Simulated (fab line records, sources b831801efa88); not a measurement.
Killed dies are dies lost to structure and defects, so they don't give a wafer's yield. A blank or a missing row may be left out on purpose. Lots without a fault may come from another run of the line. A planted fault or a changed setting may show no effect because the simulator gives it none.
A struck lot beside a sound one | flow gf180mcu | 14 steps out of a route of 602
Sound: wafers L870.2, L870.4, L870.6. Struck: wafers L881.1, L881.2, L881.3. The cause comes at the end.
At each step with rows: each side's tool, then ch and its chambers, then its first start. Under that, the readings that differ: sound wafers | struck wafers | difference of the means | sigmas: that difference in standard deviations of wafers without a fault.
alike: readings whose means differ by less than 2 such deviations, and words and numbers that are the same on both sides. not compared: withheld readings, readings that some wafer has no value for, bounds like >300 that may hide the same value, and numbers for which the record gives no deviation and whose values overlap.
The two part at a step that has a row with sigmas, a row that says differs or no value, or rows on one side only. Numbers that don't overlap but have no deviation are shown without sigmas and don't part them. A reading that every wafer of one side lacks parts them only if that side has two wafers or more.

GF_V5_THK_MEAS_01:
  sound on film_metro-03, day 27 12:16; struck on film_metro-04, day 30 18:36
  alike: V5_CVD_00_THK
GF_V5_CVD_02: deposits SiO2 from TEOS, target thk 1450 nm, time 163.28 s.
  sound on pecvd-01 ch 0,2, day 27 12:19; struck on pecvd-01 ch 0,1,2, day 30 18:40
  alike: heater_power_w, susceptor_temp_C
GF_V5_THK_MEAS_03:
  sound on film_metro-04, day 27 12:26; struck on film_metro-02, day 30 18:46
  alike: V5_CVD_02_THK
GF_V5_CMP_04: polishes SiO2.
  sound on cmp-02 ch 0,1,3, day 27 12:29; struck on cmp-02 ch 1,2,3, day 30 19:01
  alike: edge_zone_pressure_frac, motor_current_A, slurry_filter_dp_kPa
GF_V5_BOW_MEAS_05:
  sound on film_metro-04, day 27 12:49; struck on film_metro-04, day 30 19:21
  alike: V5_BOW
then, 7 steps without rows for these wafers: GF_V5_DEHYDRATE_06 (time 60 s); GF_V5_HMDS_07 (prime time 60 s); GF_V5_COAT_08; GF_V5_COAT_09 (resist thk 1000 nm); GF_V5_SOFTBAKE_10 (time 60 s); GF_V5_EXPOSE_11 (exposes mask Via5, target cd 260 nm); GF_V5_PEB_12 (peb time 90 s).
GF_V5_DEVELOP_13: develop time 60 s.
  sound on litho_track-01 ch 0, day 28 08:13; struck on litho_track-03, day 31 13:05
  no value came back on the struck wafers for chill_plate_temp_C (C), develop_time_s (s); on the sound wafers chill_plate_temp_C (C) reads 22.94 22.99 22.88
  reading                             | sound             | struck          | difference | sigmas
  model.KrF_of_V5_COAT_09.thk_nm (nm) | 988.6 984.6 986.5 | 999.8 997.5 998 | +11.9      |
GF_V5_CD_MEAS_14: target cd 260 nm.
  sound on cd_sem-01, day 28 08:22; struck on cd_sem-01, day 31 13:14
  reading    | sound             | struck | difference                    | sigmas
  cd_nm (nm) | 257.2 258.6 258.7 | - - -  | no value on the struck wafers |

WHERE THEY PART
First at GF_V5_DEVELOP_13; last, within this record, at GF_V5_CD_MEAS_14.

WHY: what the simulator had put in
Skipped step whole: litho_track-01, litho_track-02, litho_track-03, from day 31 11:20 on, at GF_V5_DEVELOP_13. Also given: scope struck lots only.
